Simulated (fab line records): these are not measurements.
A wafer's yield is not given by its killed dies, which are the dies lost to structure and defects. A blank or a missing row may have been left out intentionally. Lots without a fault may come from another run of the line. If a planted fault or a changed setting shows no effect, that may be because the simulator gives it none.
fab line records | flow sfqLine
[record] lots = 15 | wafers = 45 | lastDay = 92
route steps=325 shown I3@144 I4@173 M5@207 R5@213
lots with no fault: from the same line, run without faults
startH: start of the lot's first displayed wafer, in hours after the record's first day | waitH: hours since the lot's step before | " unchanged from the row above | L1.1+2: a single row standing in for several wafers | - no value, or no start was given | * or withheld: withheld | < > ~ a bound
route shown NAME@n: a module of which the file shows steps, and the number in the route of the first | usual: the fault-free wafers' mean and standard deviation | same: alike in all rows | chamber/n: place in a boat | sites: the reading at each site | _std_site: the standard deviation of these | _edge_site: inner sites' mean taken away from outer sites' mean | radiusMm: how far each site lies from the wafer's centre | mask NAME#n: copy n | behind: tool/chamber where the wafer was last shaped | hold: why the lot was held/for how many hours/how that ended | device: which transistor (n, p or np) failed to switch | end of line: the same wafers' tests at the end of the route | a step without rows: its recipe alone | killed: dies lost to structure and defects at the first sort, not the wafer's yield | map: dies across one wafer; x = killed, . = not, _ = none there
set.NAME: the run value of the setting; set.NAME@STEP: its run value at that earlier step | model.NAME: the simulator's own value behind a step, which no gauge read
steps of the route over a sample of lots; a table a step, a row a wafer
services: a tool's chamber out of use, with start hour (startH, from the record's first day; less than 0 if before it), hours out, and reason
[[steps]]
[step SFQ_TRILAYER_I3_VIA_BARC_OPEN_VIA_ETCH_121]
[recipe] maskMaterial = PR | chemistry = O2 | targetDepthNm = 125 | target = BARC | sourceW = 500 | biasW = 80 | pressureMtorr = 30 | timeS = 41.7
[usual] drypumpMotorCurrentA = 5.6/0.45 | oesProductAu = 0.685/0.0049
lot.wafer | tool       | chamber | startH  | waitH | drypumpMotorCurrentA | oesProductAu | rfHoursCounterH
L803.1    | rieDiel-03 | 3       | 1202.14 | 0.0   | 5.5                  | 0.691        | 6
L803.2    | "          | 0       | "       | "     | 5.3                  | 0.687        | 7
L803.5    | "          | 3       | "       | "     | 5.5                  | 0.686        | -
L804.1    | rieDiel-01 | 0       | 1209.34 | 0.0   | 5.9                  | 0.686        | 21
L804.3    | "          | 1       | "       | "     | 6.0                  | 0.683        | 2
L804.4    | "          | 3       | "       | "     | 4.9                  | 0.692        | 9
L805.1    | rieDiel-02 | 1       | 1216.54 | 0.0   | 5.3                  | 0.686        | 7
L805.2    | "          | 3       | "       | "     | 6.2                  | 0.689        | 3
L805.5    | "          | 3       | "       | "     | 6.2                  | 0.678        | -
L806.1    | rieDiel-03 | 0       | 1239.34 | 0.0   | 5.3                  | 0.684        | 7
L806.4    | "          | 1       | "       | "     | 4.8                  | 0.689        | 16
L806.5    | "          | 2       | "       | "     | 5.2                  | 0.691        | -
L807.2    | rieDiel-02 | 0       | 1246.96 | 0.0   | 5.8                  | 0.689        | 2
L807.4    | "          | 3       | "       | "     | 6.2                  | 0.682        | 4
L807.5    | "          | 2       | "       | "     | 6.0                  | 0.682        | -
L809.1    | rieDiel-03 | 0       | 1257.76 | 0.0   | 5.3                  | 0.689        | 8
L809.2    | "          | 2       | "       | "     | 5.1                  | 0.687        | 5
L809.4    | "          | 1       | "       | "     | 4.8                  | 0.688        | 16
L810.2    | rieDiel-02 | 3       | 1268.56 | 0.0   | 6.2                  | 0.683        | 4
L810.4    | "          | 1       | "       | "     | 5.3                  | 0.680        | 7
L810.5    | "          | 1       | "       | "     | 5.3                  | 0.689        | -
L812.2    | rieDiel-02 | 1       | 1291.99 | 0.0   | 5.3                  | 0.687        | 8
L812.3    | "          | 2       | "       | "     | 6.0                  | 0.686        | 16
L812.5    | "          | 1       | "       | "     | 5.4                  | 0.685        | -
L813.1    | rieDiel-02 | 2       | 1295.59 | 0.0   | 6.0                  | 0.684        | 16
L813.3    | "          | 3       | "       | "     | 6.2                  | 0.689        | 4
L813.4    | "          | 1       | "       | "     | 5.4                  | 0.691        | 8
L818.1    | rieDiel-02 | 1       | 1341.65 | 0.0   | 5.3                  | 0.682        | 9
L818.5    | "          | 3       | "       | "     | 6.2                  | 0.687        | -
L818.6    | "          | 2       | "       | "     | 6.0                  | 0.691        | -
L819.1    | rieDiel-03 | 0       | 1345.25 | 0.0   | 5.2                  | 0.692        | 9
L819.2    | "          | 1       | "       | "     | 4.8                  | 0.691        | 17
L819.5    | "          | 0       | "       | "     | 5.3                  | 0.678        | -
L820.3    | rieDiel-02 | 1       | 1346.45 | 0.0   | 5.4                  | 0.680        | 9
L820.4    | "          | 2       | "       | "     | 6.0                  | 0.680        | 17
L820.5    | "          | 1       | "       | "     | 5.4                  | 0.681        | -
L821.1    | rieDiel-02 | 3       | 1348.85 | 0.0   | 6.2                  | 0.685        | 6
L821.2    | "          | 2       | "       | "     | 6.0                  | 0.685        | 17
L821.6    | "          | 2       | "       | "     | 6.0                  | 0.689        | -
L823.3    | rieDiel-01 | 1       | 1363.25 | 0.0   | 6.0                  | 0.690        | 4
L823.5    | "          | 3       | "       | "     | 4.8                  | 0.685        | -
L823.6    | "          | 2       | "       | "     | 5.7                  | 0.685        | -
L825.1    | rieDiel-03 | 0       | 1387.25 | 0.0   | 5.3                  | 0.686        | 10
L825.2    | "          | 2       | "       | "     | 5.1                  | 0.679        | 7
L825.6    | "          | 0       | "       | "     | 5.3                  | 0.683        | -
[step SFQ_I4_OVL_MEAS_928]
[usual] I4_OVL = -3/5.5
lot.wafer | tool       | chamber | startH  | waitH | I4_OVL[nm]
L803.1    | overlay-01 | -       | 1347.53 | 0.1   | -11
L803.2    | "          | -       | "       | "     | -7
L803.5    | "          | -       | "       | "     | -10
L804.1    | overlay-02 | -       | 1352.88 | 0.1   | -3
L804.3    | "          | -       | "       | "     | -2
L804.4    | "          | -       | "       | "     | 5
L805.1    | overlay-02 | -       | 1357.66 | 0.1   | -3
L805.2    | "          | -       | "       | "     | -6
L805.5    | "          | -       | "       | "     | -3
L806.1    | overlay-02 | -       | 1377.33 | 0.1   | -1
L806.4    | "          | -       | "       | "     | -8
L806.5    | "          | -       | "       | "     | 1
L807.2    | overlay-01 | -       | 1382.35 | 0.1   | -10
L807.4    | "          | -       | "       | "     | -8
L807.5    | "          | -       | "       | "     | -8
L809.1    | overlay-02 | -       | 1390.73 | 0.1   | 5
L809.2    | "          | -       | "       | "     | 2
L809.4    | "          | -       | "       | "     | 7
L810.2    | overlay-01 | -       | 1398.63 | 0.1   | 6
L810.4    | "          | -       | "       | "     | 3
L810.5    | "          | -       | "       | "     | 1
L812.2    | overlay-01 | -       | 1534.40 | 0.1   | -9
L812.3    | "          | -       | "       | "     | -10
L812.5    | "          | -       | "       | "     | -8
L813.1    | overlay-01 | -       | 1541.59 | 0.1   | -3
L813.3    | "          | -       | "       | "     | 0
L813.4    | "          | -       | "       | "     | -4
L818.1    | overlay-01 | -       | 1572.14 | 0.1   | -2
L818.5    | "          | -       | "       | "     | -1
L818.6    | "          | -       | "       | "     | -5
L819.1    | overlay-02 | -       | 1578.14 | 0.1   | 3
L819.2    | "          | -       | "       | "     | 11
L819.5    | "          | -       | "       | "     | 4
L820.3    | overlay-02 | -       | 1582.95 | 0.1   | 5
L820.4    | "          | -       | "       | "     | -1
L820.5    | "          | -       | "       | "     | 7
L821.1    | overlay-01 | -       | 1590.85 | 0.1   | -3
L821.2    | "          | -       | "       | "     | -1
L821.6    | "          | -       | "       | "     | -7
L823.3    | overlay-02 | -       | 1599.36 | 0.1   | 1
L823.5    | "          | -       | "       | "     | 4
L823.6    | "          | -       | "       | "     | 9
L825.1    | overlay-02 | -       | 1611.35 | 0.1   | -1
L825.2    | "          | -       | "       | "     | -4
L825.6    | "          | -       | "       | "     | -9
[step SFQ_TRILAYER_M5_STRIP_STRIP_127]
[recipe] gas = O2 | powerW = 200 | platenTempC = 40 | overashFraction = 0.65 | chemistry = O2 | pressureMtorr = 50
[usual] drypumpMotorCurrentA = 5.7/0.42 | oesProductAu = 1.002/0.012
lot.wafer | tool        | chamber | startH  | waitH | drypumpMotorCurrentA | oesProductAu | rfHoursCounterH
L803.1    | rieMetal-02 | 0       | 1582.03 | 0.1   | 5.5                  | 0.982        | 111
L803.2    | "           | 1       | "       | "     | 6.3                  | 1.007        | 2
L803.5    | "           | 1       | "       | "     | 6.3                  | 1.003        | -
L804.1    | rieMetal-02 | 1       | 1589.94 | 0.1   | 6.3                  | 1.010        | 3
L804.3    | "           | 1       | "       | "     | 6.3                  | 1.010        | -
L804.4    | "           | 0       | "       | "     | 5.5                  | 1.000        | -
L805.1    | rieMetal-04 | 1       | 1593.54 | 0.1   | 5.5                  | 0.999        | 84
L805.2    | "           | 0       | "       | "     | 5.4                  | 1.003        | 4
L805.5    | "           | 1       | "       | "     | 5.5                  | 0.989        | -
L806.1    | rieMetal-02 | 1       | 1605.64 | 0.1   | 6.3                  | 1.008        | 6
L806.4    | "           | 1       | "       | "     | 6.3                  | 1.017        | -
L806.5    | "           | 0       | "       | "     | 5.5                  | 0.995        | -
L807.2    | rieMetal-03 | 0       | 1606.84 | 0.1   | 5.9                  | 1.014        | 84
L807.4    | "           | 0       | "       | "     | 5.9                  | 1.008        | -
L807.5    | "           | 1       | "       | "     | 5.2                  | 1.009        | -
L809.1    | rieMetal-03 | 1       | 1614.04 | 0.1   | 5.2                  | 0.995        | 69
L809.2    | "           | 0       | "       | "     | 5.9                  | 1.009        | 85
L809.4    | "           | 1       | "       | "     | 5.2                  | 0.997        | -
L810.2    | rieMetal-03 | 0       | 1618.84 | 0.1   | 5.9                  | 1.012        | 86
L810.4    | "           | 0       | "       | "     | 5.9                  | 1.005        | -
L810.5    | "           | 1       | "       | "     | 5.2                  | 1.003        | -
L812.2    | rieMetal-03 | 0       | 1694.78 | 0.1   | 5.9                  | 1.020        | 99
L812.3    | "           | 0       | "       | "     | 5.9                  | 1.021        | -
L812.5    | "           | 1       | "       | "     | 5.2                  | 0.997        | -
L813.1    | rieMetal-02 | 1       | 1700.00 | 0.4   | 6.3                  | 1.008        | 23
L813.3    | "           | 1       | "       | "     | 6.3                  | 1.019        | -
L813.4    | "           | 1       | "       | "     | 6.3                  | 1.008        | -
L818.1    | rieMetal-02 | 0       | 1732.40 | 0.1   | 5.5                  | 1.000        | 2
L818.5    | "           | 0       | "       | "     | 5.6                  | 0.984        | -
L818.6    | "           | 1       | "       | "     | 6.3                  | 1.006        | -
L819.1    | rieMetal-02 | 0       | 1739.60 | 0.1   | 5.5                  | 0.997        | 4
L819.2    | "           | 1       | "       | "     | 6.3                  | 1.003        | 30
L819.5    | "           | 0       | "       | "     | 5.5                  | 1.004        | -
L820.3    | rieMetal-02 | 0       | 1748.06 | 0.3   | 5.5                  | 0.989        | -
L820.4    | "           | 1       | "       | "     | 6.3                  | 1.003        | -
L820.5    | "           | 0       | "       | "     | 5.5                  | 0.995        | -
L821.1    | rieMetal-04 | 0       | 1752.66 | 0.1   | 5.4                  | 1.003        | 29
L821.2    | "           | 1       | "       | "     | 5.5                  | 0.980        | 108
L821.6    | "           | 1       | "       | "     | 5.5                  | 0.985        | -
L823.3    | rieMetal-04 | 1       | 1762.46 | 0.3   | 5.5                  | 0.987        | -
L823.5    | "           | 0       | "       | "     | 5.4                  | 1.014        | -
L823.6    | "           | 1       | "       | "     | 5.5                  | 0.982        | -
L825.1    | rieMetal-04 | 0       | 1773.51 | 0.1   | 5.4                  | 1.007        | 32
L825.2    | "           | 1       | "       | "     | 5.5                  | 0.975        | 111
L825.6    | "           | 0       | "       | "     | 5.4                  | 0.995        | -
[step SFQ_TRILAYER_R5_DEP_SPUTTER_133]
[recipe] material = MoNx | basePressurePa = 1.33e-06 | targetThkNm = 40 | powerW = 1000 | timeS = 66.7 | chamberPressurePa = 0.4
[usual] throttleValvePct = 29.8/1.1
lot.wafer | tool          | chamber | startH  | waitH | throttleValvePct
L803.1    | pvdSputter-04 | -       | 1587.12 | 0.0   | 29.8
L803.2    | "             | -       | "       | "     | 30.2
L803.5    | "             | -       | "       | "     | 30.5
L804.1    | pvdSputter-04 | -       | 1599.86 | 0.0   | 30.6
L804.3    | "             | -       | "       | "     | 29.8
L804.4    | "             | -       | "       | "     | 30.3
L805.1    | pvdSputter-06 | -       | 1609.17 | 0.0   | 29.5
L805.2    | "             | -       | "       | "     | 30.1
L805.5    | "             | -       | "       | "     | 30.0
L806.1    | pvdSputter-04 | -       | 1634.96 | 0.0   | 27.1
L806.4    | "             | -       | "       | "     | 29.7
L806.5    | "             | -       | "       | "     | 29.9
L807.2    | pvdSputter-03 | -       | 1637.96 | 0.0   | 29.7
L807.4    | "             | -       | "       | "     | 30.8
L807.5    | "             | -       | "       | "     | 30.6
L809.1    | pvdSputter-04 | -       | 1655.41 | 0.0   | 27.2
L809.2    | "             | -       | "       | "     | 29.6
L809.4    | "             | -       | "       | "     | 30.1
L810.2    | pvdSputter-06 | -       | 1664.41 | 0.0   | 29.4
L810.4    | "             | -       | "       | "     | 30.7
L810.5    | "             | -       | "       | "     | 30.1
L812.2    | pvdSputter-06 | -       | 1709.96 | 0.0   | 31.7
L812.3    | "             | -       | "       | "     | 29.6
L812.5    | "             | -       | "       | "     | 30.4
L813.1    | pvdSputter-04 | -       | 1715.96 | 0.0   | 27.3
L813.3    | "             | -       | "       | "     | 30.6
L813.4    | "             | -       | "       | "     | 30.2
L818.1    | pvdSputter-06 | -       | 1737.87 | 0.0   | 31.6
L818.5    | "             | -       | "       | "     | 30.0
L818.6    | "             | -       | "       | "     | 29.3
L819.1    | pvdSputter-06 | -       | 1744.68 | 0.0   | 29.6
L819.2    | "             | -       | "       | "     | 31.5
L819.5    | "             | -       | "       | "     | 31.3
L820.3    | pvdSputter-06 | -       | 1752.95 | 0.0   | 31.2
L820.4    | "             | -       | "       | "     | 30.1
L820.5    | "             | -       | "       | "     | 30.5
L821.1    | pvdSputter-03 | -       | 1757.75 | 0.0   | 28.2
L821.2    | "             | -       | "       | "     | 30.6
L821.6    | "             | -       | "       | "     | 29.9
L823.3    | pvdSputter-03 | -       | 1767.35 | 0.0   | 28.2
L823.5    | "             | -       | "       | "     | 29.8
L823.6    | "             | -       | "       | "     | 30.6
L825.1    | pvdSputter-03 | -       | 1778.61 | 0.0   | 29.5
L825.2    | "             | -       | "       | "     | 28.0
L825.6    | "             | -       | "       | "     | 29.8
[step SFQ_R5_RS_MEAS_933]
[recipe] thkMeasGauge = four-point-probe | reads = Ti_of_TRILAYER_R5_DEP_SPUTTER_134+MoNx_of_TRILAYER_R5_DEP_SPUTTER_133+Ti_of_TRILAYER_R5_DEP_SPUTTER_132
[usual] R5_MONX_RS = 7.10/0.093
lot.wafer | tool         | chamber | startH  | waitH | hold                    | R5_MONX_RS[ohm/sq]
L803.1    | filmMetro-01 | -       | 1587.19 | 0.0   | -                       | 6.98
L803.2    | "            | -       | "       | "     | -                       | 6.93
L803.5    | "            | -       | "       | "     | -                       | 7.16
L804.1    | filmMetro-04 | -       | 1599.94 | 0.0   | -                       | 7.19
L804.3    | "            | -       | "       | "     | -                       | 6.99
L804.4    | "            | -       | "       | "     | -                       | 7.02
L805.1    | filmMetro-01 | -       | 1609.24 | 0.0   | -                       | 7.07
L805.2    | "            | -       | "       | "     | -                       | 7.11
L805.5    | "            | -       | "       | "     | -                       | 7.10
L806.1    | filmMetro-03 | -       | 1635.04 | 0.0   | -                       | 7.18
L806.4    | "            | -       | "       | "     | -                       | 7.04
L806.5    | "            | -       | "       | "     | -                       | 7.02
L807.2    | filmMetro-04 | -       | 1638.06 | 0.0   | -                       | 7.15
L807.4    | "            | -       | "       | "     | -                       | 7.21
L807.5    | "            | -       | "       | "     | -                       | 7.21
L809.1    | filmMetro-01 | -       | 1655.48 | 0.0   | -                       | 7.13
L809.2    | "            | -       | "       | "     | -                       | 7.02
L809.4    | "            | -       | "       | "     | -                       | 6.97
L810.2    | filmMetro-01 | -       | 1664.50 | 0.0   | -                       | 7.09
L810.4    | "            | -       | "       | "     | -                       | 7.17
L810.5    | "            | -       | "       | "     | -                       | 7.13
L812.2    | filmMetro-01 | -       | 1710.06 | 0.0   | -                       | 7.11
L812.3    | "            | -       | "       | "     | -                       | 7.14
L812.5    | "            | -       | "       | "     | -                       | 7.15
L813.1    | filmMetro-04 | -       | 1716.04 | 0.0   | -                       | 7.15
L813.3    | "            | -       | "       | "     | -                       | 7.07
L813.4    | "            | -       | "       | "     | -                       | 6.93
L818.1    | filmMetro-01 | -       | 1737.95 | 0.0   | awaitDispo/0.2h/release | 10.39
L818.5    | "            | -       | "       | "     | awaitDispo/0.2h/release | 7.09
L818.6    | "            | -       | "       | "     | awaitDispo/0.2h/release | 7.11
L818.1    | filmMetro-01 | -       | 1738.23 | 0.3   | -                       | 10.44
L818.5    | "            | -       | "       | "     | -                       | 7.13
L818.6    | "            | -       | "       | "     | -                       | 7.12
L819.1    | filmMetro-03 | -       | 1744.76 | 0.0   | awaitDispo/0.2h/release | 10.38
L819.2    | "            | -       | "       | "     | awaitDispo/0.2h/release | 10.23
L819.5    | "            | -       | "       | "     | awaitDispo/0.2h/release | 7.02
L819.1    | filmMetro-03 | -       | 1745.04 | 0.3   | -                       | 10.43
L819.2    | "            | -       | "       | "     | -                       | 10.26
L819.5    | "            | -       | "       | "     | -                       | 7.02
L820.3    | filmMetro-03 | -       | 1753.06 | 0.0   | awaitDispo/0.2h/release | 10.31
L820.4    | "            | -       | "       | "     | awaitDispo/0.2h/release | 7.19
L820.5    | "            | -       | "       | "     | awaitDispo/0.2h/release | 7.16
L820.3    | filmMetro-03 | -       | 1753.35 | 0.3   | -                       | 10.37
L820.4    | "            | -       | "       | "     | -                       | 7.21
L820.5    | "            | -       | "       | "     | -                       | 7.16
L821.1    | filmMetro-03 | -       | 1757.82 | 0.0   | -                       | 7.13
L821.2    | "            | -       | "       | "     | -                       | 7.05
L821.6    | "            | -       | "       | "     | -                       | 7.09
L823.3    | filmMetro-01 | -       | 1767.46 | 0.0   | -                       | 7.05
L823.5    | "            | -       | "       | "     | -                       | 6.97
L823.6    | "            | -       | "       | "     | -                       | 6.97
L825.1    | filmMetro-04 | -       | 1778.69 | 0.0   | -                       | 7.23
L825.2    | "            | -       | "       | "     | -                       | 7.27
L825.6    | "            | -       | "       | "     | -                       | 7.27
[step SFQ_R5_THK_MEAS_934]
[recipe] thkMeasGauge = xrf | reads = MoNx_of_TRILAYER_R5_DEP_SPUTTER_133
[usual] R5_MONX_THK = 40.1/0.65
lot.wafer | tool         | chamber | startH  | waitH | hold                    | R5_MONX_THK[nm]
L803.1    | filmMetro-01 | -       | 1587.31 | 0.1   | -                       | 41.0
L803.2    | "            | -       | "       | "     | -                       | 40.7
L803.5    | "            | -       | "       | "     | -                       | 39.5
L804.1    | filmMetro-04 | -       | 1600.06 | 0.1   | -                       | 39.5
L804.3    | "            | -       | "       | "     | -                       | 41.0
L804.4    | "            | -       | "       | "     | -                       | 40.7
L805.1    | filmMetro-01 | -       | 1609.36 | 0.1   | -                       | 40.6
L805.2    | "            | -       | "       | "     | -                       | 39.8
L805.5    | "            | -       | "       | "     | -                       | 40.1
L806.1    | filmMetro-03 | -       | 1635.16 | 0.1   | -                       | 39.5
L806.4    | "            | -       | "       | "     | -                       | 40.6
L806.5    | "            | -       | "       | "     | -                       | 40.6
L807.2    | filmMetro-04 | -       | 1638.17 | 0.1   | -                       | 39.7
L807.4    | "            | -       | "       | "     | -                       | 39.5
L807.5    | "            | -       | "       | "     | -                       | 39.3
L809.1    | filmMetro-01 | -       | 1655.60 | 0.1   | -                       | 40.3
L809.2    | "            | -       | "       | "     | -                       | 40.5
L809.4    | "            | -       | "       | "     | -                       | 41.1
L810.2    | filmMetro-01 | -       | 1664.61 | 0.1   | -                       | 40.0
L810.4    | "            | -       | "       | "     | -                       | 39.7
L810.5    | "            | -       | "       | "     | -                       | 39.9
L812.2    | filmMetro-01 | -       | 1710.17 | 0.1   | -                       | 39.6
L812.3    | "            | -       | "       | "     | -                       | 39.6
L812.5    | "            | -       | "       | "     | -                       | 39.5
L813.1    | filmMetro-04 | -       | 1716.16 | 0.1   | -                       | 39.5
L813.3    | "            | -       | "       | "     | -                       | 39.9
L813.4    | "            | -       | "       | "     | -                       | 41.3
L818.1    | filmMetro-01 | -       | 1746.98 | 8.7   | awaitDispo/0.2h/release | 26.6
L818.5    | "            | -       | "       | "     | awaitDispo/0.2h/release | 40.0
L818.6    | "            | -       | "       | "     | awaitDispo/0.2h/release | 40.0
L818.1    | filmMetro-01 | -       | 1747.20 | 0.2   | -                       | 26.4
L818.5    | "            | -       | "       | "     | -                       | 40.0
L818.6    | "            | -       | "       | "     | -                       | 39.9
L819.1    | filmMetro-03 | -       | 1749.03 | 4.0   | awaitDispo/0.2h/release | 26.7
L819.2    | "            | -       | "       | "     | awaitDispo/0.2h/release | 27.0
L819.5    | "            | -       | "       | "     | awaitDispo/0.2h/release | 40.8
L819.1    | filmMetro-03 | -       | 1749.26 | 0.2   | -                       | 26.7
L819.2    | "            | -       | "       | "     | -                       | 27.2
L819.5    | "            | -       | "       | "     | -                       | 40.5
L820.3    | filmMetro-03 | -       | 1756.48 | 3.1   | awaitDispo/0.2h/release | 27.2
L820.4    | "            | -       | "       | "     | awaitDispo/0.2h/release | 39.7
L820.5    | "            | -       | "       | "     | awaitDispo/0.2h/release | 40.2
L820.3    | filmMetro-03 | -       | 1756.71 | 0.2   | -                       | 27.1
L820.4    | "            | -       | "       | "     | -                       | 39.8
L820.5    | "            | -       | "       | "     | -                       | 40.4
L821.1    | filmMetro-03 | -       | 1757.94 | 0.1   | -                       | 40.6
L821.2    | "            | -       | "       | "     | -                       | 41.0
L821.6    | "            | -       | "       | "     | -                       | 40.5
L823.3    | filmMetro-01 | -       | 1767.56 | 0.1   | -                       | 40.3
L823.5    | "            | -       | "       | "     | -                       | 41.0
L823.6    | "            | -       | "       | "     | -                       | 40.8
L825.1    | filmMetro-04 | -       | 1778.81 | 0.1   | -                       | 39.5
L825.2    | "            | -       | "       | "     | -                       | 39.1
L825.6    | "            | -       | "       | "     | -                       | 39.1
[[services]]
tool          | chamber | startH  | hours | kind
rieDiel-02    | -       | 1186.52 | 0.6   | repair
rieMetal-02   | 1       | 1188.84 | 15.4  | repair
rieDiel-02    | -       | 1228.68 | 2.8   | pm
rieDiel-03    | 1       | 1261.55 | 6.4   | repair
rieMetal-02   | -       | 1281.98 | 1.4   | pm
rieDiel-03    | 3       | 1282.83 | 12.2  | repair
rieMetal-02   | -       | 1292.12 | 1.8   | repair
rieDiel-02    | 1       | 1366.58 | 17.3  | repair
rieDiel-02    | 3       | 1369.40 | 6.6   | repair
rieDiel-02    | -       | 1373.92 | 14.6  | pm
rieDiel-02    | -       | 1389.09 | 0.1   | repair
pvdSputter-06 | -       | 1391.21 | 4.8   | repair
rieDiel-02    | 2       | 1438.70 | 3.2   | repair
rieMetal-02   | -       | 1451.27 | 0.7   | repair
rieDiel-02    | 1       | 1508.06 | 8.3   | repair
rieDiel-02    | -       | 1531.52 | 0.2   | repair
rieMetal-02   | -       | 1585.15 | 2.8   | pm
rieDiel-02    | -       | 1612.04 | 21.4  | repair
pvdSputter-06 | -       | 1614.09 | 9.0   | repair
rieMetal-02   | 1       | 1615.20 | 3.7   | repair
pvdSputter-06 | -       | 1660.33 | 1.8   | repair
pvdSputter-06 | -       | 1671.29 | 0.5   | repair
rieDiel-02    | -       | 1735.07 | 0.2   | repair
rieDiel-02    | 1       | 1776.30 | 2.3   | repair
[[key]]
[firstSign] step = SFQ_R5_RS_MEAS_933 | reading = visit | direction = added
[effect] step = SFQ_R5_RS_MEAS_933 | reading = R5_MONX_RS | direction = up | sigmas = 35 | usual = 7.10 | struck = 10.33
[effect] step = SFQ_R5_THK_MEAS_934 | reading = visit | direction = added
[effect] step = SFQ_R5_THK_MEAS_934 | reading = R5_MONX_THK | direction = down | sigmas = 20 | usual = 40.1 | struck = 26.9
metAt SFQ_TRILAYER_R5_DEP_SPUTTER_133
struckLots L818,L819,L820
struckWafers L818.1,L819.1,L819.2,L820.3
notActingAt SFQ_TRILAYER_I3_VIA_BARC_OPEN_VIA_ETCH_121,SFQ_I4_OVL_MEAS_928,SFQ_TRILAYER_M5_STRIP_STRIP_127
onsetBetween 1709.96 1737.87
[fault] kind = processParameterDrift | tool = pvdSputter-06 | chamber = - | onsetH = 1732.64 | steps = SFQ_TRILAYER_R5_DEP_SPUTTER_133 | channel = targetThkNm | offset = -13.417 | shape = step | endH = 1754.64 | scope = struckWafersOnly | actsIn = theseRecipesOnly | stated = 40
